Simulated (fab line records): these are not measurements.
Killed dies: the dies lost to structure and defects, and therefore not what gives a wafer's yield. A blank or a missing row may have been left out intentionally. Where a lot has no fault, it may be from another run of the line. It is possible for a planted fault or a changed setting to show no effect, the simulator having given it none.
2 desks looking at one fault -- flow gf180mcu -- numbers are kept per desk, each desk with only its own; the story behind them comes last

== METROLOGY DESK ==
What the gauges read, lot by lot, whatever tool the lot ran on: means of the sampled wafers that have a number. If a lot's mean is further than 4 standard deviations from the usual mean, the lot is out of limits and carries the mark OUT (the distance appears in the brackets).
Columns: A = cdNm at GF_V3_CD_MEAS_14, usual 260.2 nm; B = V4_CVD_00_THK at GF_V4_THK_MEAS_01, usual 597 nm
lot,first seen here,A,B
L224,day 22 08:01,259.1,589
L225,day 22 16:05,259.1,595
L226,day 23 04:22,258.7,600
L227,day 23 08:33,259.8,595
L229,day 24 07:06,260.1,603
L230,day 24 11:30,260.2,587
L233,day 25 17:38,262.2,603
L235,day 26 08:01,260.9,606
L236,day 26 14:42,258.7,607
L241,day 28 04:44,259.5,592
L244,day 28 22:30,260.9,589
L247,day 29 13:25,259.7,591
L246,day 29 15:59,260.4,592
Finding of this desk: none of the 13 lots has anything out of limits.

== FOR THE TOOL OWNER'S DESK: pvdSputter-03 ==
At GF_M4_SPUTTER_04 (material TiN, target thk 50 nm, time 41.7 s) the tool's own readings: per lot run on this tool, the mean of the sampled wafers that have a number. If a lot's mean is further than 4 standard deviations from the usual mean, the lot is out of limits and carries the mark OUT (the distance appears in the brackets).
Columns: A = chamberPressurePa at GF_M4_SPUTTER_04, usual 0.4000 Pa; B = throttleValvePct at GF_M4_SPUTTER_04, usual 29.9 %
lot,first seen here,A,B
L225,day 22 17:47,0.4004,29.8
L229,day 24 08:47,0.3998,29.5
L233,day 25 19:21,0.4783 (+90) OUT,27.5
L236,day 26 16:20,0.4779 (+90) OUT,27.4
L247,day 29 15:08,0.4001,30.5
This desk's verdict: out of limits on L233, L236, starting with L233 at day 25 19:21 (chamberPressurePa at GF_M4_SPUTTER_04). L225, L229, L247 stayed within limits.

== PUT TOGETHER ==
At day 25 19:21, on L233, L236, the tool owner's desk was in a position to raise an alarm.
At the metrology desk, nothing out of limits was observed.
The metrology desk has L233, L236 on record, within its limits.
All the named lots went through GF_M4_SPUTTER_04 on pvdSputter-03.

== WHAT THE SIMULATOR HAD INSERTED ==
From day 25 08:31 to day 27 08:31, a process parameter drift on pvdSputter-03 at GF_M4_SPUTTER_04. From 0.4, the setting chamberPressurePa moved by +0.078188. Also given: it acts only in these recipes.
Struck lots among those shown: L233, L236.
Time in hours from fault onset to the first out-of-limits reading at each desk: the tool owner's desk, 11.
